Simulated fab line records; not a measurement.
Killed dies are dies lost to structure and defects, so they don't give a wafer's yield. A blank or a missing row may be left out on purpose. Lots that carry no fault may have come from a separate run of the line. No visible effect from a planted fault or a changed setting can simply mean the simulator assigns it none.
Which tool did it? + flow gf180mcu + Sampling: 10 lots, 30 wafers, 2 of 602 route steps

WHAT THE GAUGES SHOWED, per wafer
GF_M5_CD_MEAS_07: the cd target is 280 nm. Usual: 280.2 nm for cd_nm, sd 1.
| lot  | measured     | on        | cd_nm (nm)        | flag |
|------|--------------|-----------|-------------------|------|
| L689 | day 26 12:56 | cd_sem-02 | 281.0 280.0 280.6 |      |
| L692 | day 27 04:37 | cd_sem-02 | 279.9 279.3 280.7 |      |
| L695 | day 28 06:08 | cd_sem-01 | 280.2 279.8 280.1 |      |
| L702 | day 30 07:44 | cd_sem-02 | 278.9 279.5 280.1 |      |
| L705 | day 31 10:23 | cd_sem-02 | 282.2 280.4 281.1 |      |
| L708 | day 31 19:47 | cd_sem-02 | 281.5 280.6 281.2 |      |
| L709 | day 32 11:03 | cd_sem-02 | 280.1 280.5 279.7 |      |
| L710 | day 32 16:33 | cd_sem-02 | 281.1 280.2 279.3 |      |
| L711 | day 32 22:16 | cd_sem-02 | 278.6 279.5 279.5 |      |
| L712 | day 33 05:29 | cd_sem-02 | 279.1 278.4 279.5 |      |

EACH LOT AND THE TOOL THAT RAN IT (in order: tool; ch and the chambers of the sampled wafers; start)
| lot  | GF_V4_CMP_26                  |
|------|-------------------------------|
| L689 | cmp-02 ch 0,3, day 24 16:46   |
| L692 | cmp-01 ch 0,1,3, day 25 09:37 |
| L695 | cmp-02 ch 0,1,2, day 26 13:28 |
| L702 | cmp-01 ch 0,2,3, day 28 16:24 |
| L705 | cmp-01 ch 2,3, day 29 21:39   |
| L708 | cmp-01 ch 0,1, day 30 07:46   |
| L709 | cmp-01 ch 0,2, day 30 23:24   |
| L710 | cmp-01 ch 0,1,3, day 31 05:36 |
| L711 | cmp-01 ch 1,2, day 31 11:50   |
| L712 | cmp-02 ch 1,3, day 31 20:08   |
- GF_V4_CMP_26: polishes, stops on SiO2, t overpolish 15 s, target thk 0 nm.

WHAT THE TOOLS THEMSELVES READ (means of the sampled wafers that have a number; where no wafer has one, the mark that the record gives instead)
GF_V4_CMP_26. Usual: motor_current_A 11.0 A, standard deviation 1; overpolish_run_s 14.999 s, standard deviation 0.0091; time_to_endpoint_s 85 s, standard deviation 3.4.
| lot  | tool   | motor_current_A (A) | overpolish_run_s (s) | time_to_endpoint_s (s) | flag |
|------|--------|---------------------|----------------------|------------------------|------|
| L689 | cmp-02 | 11.3                | 14.998               | 86                     |      |
| L692 | cmp-01 | 11.7                | 15.005               | 84                     |      |
| L695 | cmp-02 | 11.0                | 15.002               | 82                     |      |
| L702 | cmp-01 | 11.6                | 15.010               | 86                     |      |
| L705 | cmp-01 | 11.2                | 14.991               | 80                     |      |
| L708 | cmp-01 | 11.9                | 14.999               | 82                     |      |
| L709 | cmp-01 | 11.4                | 14.999               | 83                     |      |
| L710 | cmp-01 | 11.4                | 15.003               | 85                     |      |
| L711 | cmp-01 | 9.9                 | 14.993               | 82                     |      |
| L712 | cmp-02 | 11.9                | 14.997               | 83                     |      |

THE ANSWER, worked out from the rows above alone
Rule: lot off if the mean of its wafers having a number is beyond 3 standard deviations from the usual mean. A lot without any number at a reading at which 4 lots or more have one is off too. All remaining lots with rows at the step are treated as sound. The gauges are gone through in route order, then the tools' own readings, and for those a lot's mean is taken as printed above. At the first step where some lot is off, the reading lying furthest off is the one used; lots without a number count as furthest.
No lot is off on any of the readings shown, so nothing can be concluded from this.

WHAT WAS PUT IN BY THE SIMULATOR
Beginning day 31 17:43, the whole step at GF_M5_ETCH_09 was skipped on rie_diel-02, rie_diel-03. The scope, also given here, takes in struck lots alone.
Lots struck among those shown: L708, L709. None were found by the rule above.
